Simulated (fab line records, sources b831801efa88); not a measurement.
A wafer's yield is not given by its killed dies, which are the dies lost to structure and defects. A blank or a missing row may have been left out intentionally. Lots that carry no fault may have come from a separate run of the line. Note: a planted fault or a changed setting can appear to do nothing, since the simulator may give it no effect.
Which tool did it? | flow sky130 | 39 wafers from 13 lots sampled at 4 of the route's 708 steps

== WHAT THE GAUGES READ, wafer by wafer ==
SKY_PASSIVATION_THK_MEAS_03. Usual: PASSIVATION_CVD_02_THK gives 540 nm (standard deviation 7.9).
lot  | measured     | on            | PASSIVATION_CVD_02_THK (nm) | flag
L199 | day 44 06:09 | film metro-03 | 544 530 539                 |
L200 | day 44 12:14 | film metro-03 | 541 550 537                 |
L201 | day 44 16:20 | film metro-02 | 534 544 544                 |
L202 | day 44 23:01 | film metro-03 | 527 528 536                 |
L203 | day 45 18:45 | film metro-02 | 543 532 548                 |
L208 | day 46 18:40 | film metro-01 | 545 524 539                 |
L209 | day 48 09:28 | film metro-02 | 538 553 563                 |
L215 | day 48 13:14 | film metro-02 | 536 551 549                 |
L216 | day 48 20:07 | film metro-03 | 536 529 538                 |
L218 | day 48 23:10 | film metro-02 | 529 547 536                 |
L219 | day 49 03:50 | film metro-01 | 537 552 542                 |
L220 | day 49 08:37 | film metro-03 | 536 534 547                 |
L221 | day 49 14:44 | film metro-03 | 541 532 552                 |

== TOOL THAT RAN EACH LOT (tool first, then ch and the chambers of the sampled wafers, then the start) ==
lot  | SKY_CONTACT_SPUTTER_23       | SKY_METAL4_METAL_ETCH_18          | SKY_METAL5_SPUTTER_04
L199 | pvd sputter-01, day 32 00:19 | rie metal-01 ch 0, day 42 03:38   | pvd sputter-03, day 43 06:13
L200 | pvd sputter-01, day 32 05:40 | rie metal-01 ch 0,1, day 42 10:14 | pvd sputter-03, day 43 11:50
L201 | pvd sputter-01, day 32 10:38 | rie metal-01 ch 1, day 42 14:14   | pvd sputter-03, day 43 16:17
L202 | pvd sputter-02, day 32 20:54 | rie metal-03 ch 0,1, day 42 21:48 | pvd sputter-03, day 43 23:32
L203 | pvd sputter-04, day 33 19:21 | rie metal-02 ch 1, day 43 17:40   | pvd sputter-04, day 44 19:55
L208 | pvd sputter-01, day 35 02:59 | rie metal-01 ch 0,1, day 44 19:40 | pvd sputter-04, day 45 20:26
L209 | pvd sputter-01, day 35 06:50 | rie metal-01 ch 0,1, day 45 01:02 | pvd sputter-02, day 47 12:05
L215 | pvd sputter-04, day 37 12:03 | rie metal-01 ch 0,1, day 46 18:18 | pvd sputter-03, day 47 17:08
L216 | pvd sputter-02, day 37 18:02 | rie metal-03 ch 0,1, day 47 00:34 | pvd sputter-03, day 47 23:34
L218 | pvd sputter-01, day 38 00:40 | rie metal-03 ch 0, day 47 05:45   | pvd sputter-02, day 48 04:16
L219 | pvd sputter-02, day 38 04:06 | rie metal-01 ch 0,1, day 47 09:24 | pvd sputter-03, day 48 07:46
L220 | pvd sputter-04, day 38 11:17 | rie metal-02 ch 0,1, day 47 13:12 | pvd sputter-02, day 48 14:42
L221 | pvd sputter-01, day 38 21:24 | rie metal-03 ch 0,1, day 47 21:41 | pvd sputter-02, day 48 19:43
- SKY_CONTACT_SPUTTER_23: material TiN, target thk 20 nm, time 80 s.
- SKY_METAL4_METAL_ETCH_18: etches the open film in Cl2/BCl3, stops on SiO2, target depth 845 nm, time 183.1 s.
- SKY_METAL5_SPUTTER_04: material TiN, target thk 70 nm, time 57.49 s.

== WHAT THE TOOLS THEMSELVES READ (means of the sampled wafers that have a number; where no wafer has one, the mark that the record gives instead) ==
SKY_CONTACT_SPUTTER_23. Usual: 29.4 % for throttle valve pct, sd 1.1.
lot  | tool           | throttle valve pct (%) | flag
L199 | pvd sputter-01 | 29.6                   |
L200 | pvd sputter-01 | 29.7                   |
L201 | pvd sputter-01 | 29.1                   |
L202 | pvd sputter-02 | 30.1                   |
L203 | pvd sputter-04 | 29.3                   |
L208 | pvd sputter-01 | 29.7                   |
L209 | pvd sputter-01 | 29.6                   |
L215 | pvd sputter-04 | 29.9                   |
L216 | pvd sputter-02 | 28.4                   |
L218 | pvd sputter-01 | 29.7                   |
L219 | pvd sputter-02 | 29.2                   |
L220 | pvd sputter-04 | 29.8                   |
L221 | pvd sputter-01 | 28.9                   |

SKY_METAL4_METAL_ETCH_18. Usual: drypump motor current A 5.89 A, standard deviation 0.25; oes product au 0.865 a.u., standard deviation 0.0069; throttle valve pct 22.263 %, standard deviation 0.0093.
lot  | tool         | drypump motor current A (A) | oes product au (a.u.) | throttle valve pct (%) | flag
L199 | rie metal-01 | 5.77                        | 0.868                 | 22.264                 |
L200 | rie metal-01 | 5.69                        | 0.867                 | 22.249                 |
L201 | rie metal-01 | 5.63                        | 0.872                 | 22.270                 |
L202 | rie metal-03 | 6.17                        | 0.868                 | 22.266                 |
L203 | rie metal-02 | 6.36                        | 0.863                 | 22.260                 |
L208 | rie metal-01 | 5.69                        | 0.864                 | 22.258                 |
L209 | rie metal-01 | 5.74                        | 0.869                 | 22.258                 |
L215 | rie metal-01 | 5.74                        | 0.862                 | 22.260                 |
L216 | rie metal-03 | 6.14                        | 0.864                 | 22.264                 |
L218 | rie metal-03 | 6.21                        | 0.869                 | 22.265                 |
L219 | rie metal-01 | 5.71                        | 0.864                 | 22.258                 |
L220 | rie metal-02 | 5.86                        | 0.871                 | 22.270                 |
L221 | rie metal-03 | 6.14                        | 0.866                 | 22.260                 |

SKY_METAL5_SPUTTER_04. Usual: 29.9 % for throttle valve pct, sd 1.
lot  | tool           | throttle valve pct (%) | flag
L199 | pvd sputter-03 | 29.9                   |
L200 | pvd sputter-03 | 29.1                   |
L201 | pvd sputter-03 | 30.0                   |
L202 | pvd sputter-03 | 30.4                   |
L203 | pvd sputter-04 | 29.8                   |
L208 | pvd sputter-04 | 29.5                   |
L209 | pvd sputter-02 | 29.3                   |
L215 | pvd sputter-03 | 30.3                   |
L216 | pvd sputter-03 | 30.1                   |
L218 | pvd sputter-02 | 29.2                   |
L219 | pvd sputter-03 | 30.0                   |
L220 | pvd sputter-02 | 29.9                   |
L221 | pvd sputter-02 | 30.6                   |

== THE ANSWER, worked out from the rows above alone ==
Rule: a lot is off if the mean of its wafers that have a number lies more than 3 standard deviations from the usual mean. A lot without any number at a reading at which 4 lots or more have one is off too. Any other lot the step has rows for is counted as sound. After the gauges, taken in route order, come the tools' own readings; for these a lot's mean is taken, as printed above. The first step at which some lot is off is used, and at that step the reading that is off furthest; a lot without a number counts as furthest.
Nothing can be told from this: no lot is off at any reading shown.

== WHAT THE SIMULATOR PUT IN ==
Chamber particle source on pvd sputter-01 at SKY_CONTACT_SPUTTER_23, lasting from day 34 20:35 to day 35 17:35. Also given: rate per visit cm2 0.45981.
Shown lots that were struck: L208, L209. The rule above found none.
